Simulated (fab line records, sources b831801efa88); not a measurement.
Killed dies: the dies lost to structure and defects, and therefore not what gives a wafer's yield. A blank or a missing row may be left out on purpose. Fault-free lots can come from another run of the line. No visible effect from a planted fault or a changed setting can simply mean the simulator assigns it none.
Which of the tools did it? -- flow gf180mcu -- 14 lots (42 wafers sampled), 1 step of a 602-step route

WHAT THE GAUGES SHOWED, per wafer
GF_VT_IMPLANT_OVL_MEAS_18.
lot,measured,on,VT_IMPLANT_01_OVL (nm)
L374,day 6 07:34,overlay-01,0.5 2.6 -1.4
L375,day 6 13:29,overlay-01,1.7 3.5 1.4
L376,day 6 18:01,overlay-02,3.1 2.2 1.9
L377,day 7 05:53,overlay-01,1.7 1.2 2.1
L378,day 7 06:07,overlay-01,2.0 0.7 1.1
L380,day 7 19:25,overlay-01,0.5 1.1 0.2
L382,day 8 08:20,overlay-01,-0.2 1.7 -0.6
L383,day 8 15:37,overlay-01,1.5 1.8 2.3
L385,day 9 06:22,overlay-01,0.7 0.9 1.6
L387,day 9 16:19,overlay-02,0.5 -0.6 1.8
L388,day 9 22:49,overlay-02,1.7 0.1 2.4
L389,day 10 03:40,overlay-02,2.2 1.8 1.0
L390,day 10 10:40,overlay-01,1.6 1.3 2.0
L391,day 10 13:44,overlay-02,2.2 -0.1 0.5

TOOL THAT RAN EACH LOT (tool first, then ch and the chambers of the sampled wafers, then the start)
Before these readings, the record contains no process step.

WHAT THE TOOLS THEMSELVES READ (means of the sampled wafers that have a number; where no wafer has one, the mark that the record gives instead)
The record holds no such reading with a usual standard deviation.

THE ANSWER, worked out from the rows above alone
Rule: the lots themselves supply what counts as usual. Put in order of their means at a reading, lots are off if they are a third of the lots or fewer, leave a main group of 4 or more, and stand apart from it by a gap of 3 or more times the standard deviation of the main group's means; of several such gaps the widest counts. If all means in a main group match to the digits the tables above print for the reading, that group is not used. A lot without any number at a reading at which 4 lots or more have one is off too. Where the step has rows for the other lots, those lots are counted as sound. Order of review: gauges by route order, followed by the tools' own readings, for which a lot's mean as printed above is used. The first step at which some lot is off is used, and at that step the reading that is off furthest; a lot without a number counts as furthest.
Nothing can be told from this: no lot is off at any reading shown.

WHAT THE SIMULATOR PUT IN
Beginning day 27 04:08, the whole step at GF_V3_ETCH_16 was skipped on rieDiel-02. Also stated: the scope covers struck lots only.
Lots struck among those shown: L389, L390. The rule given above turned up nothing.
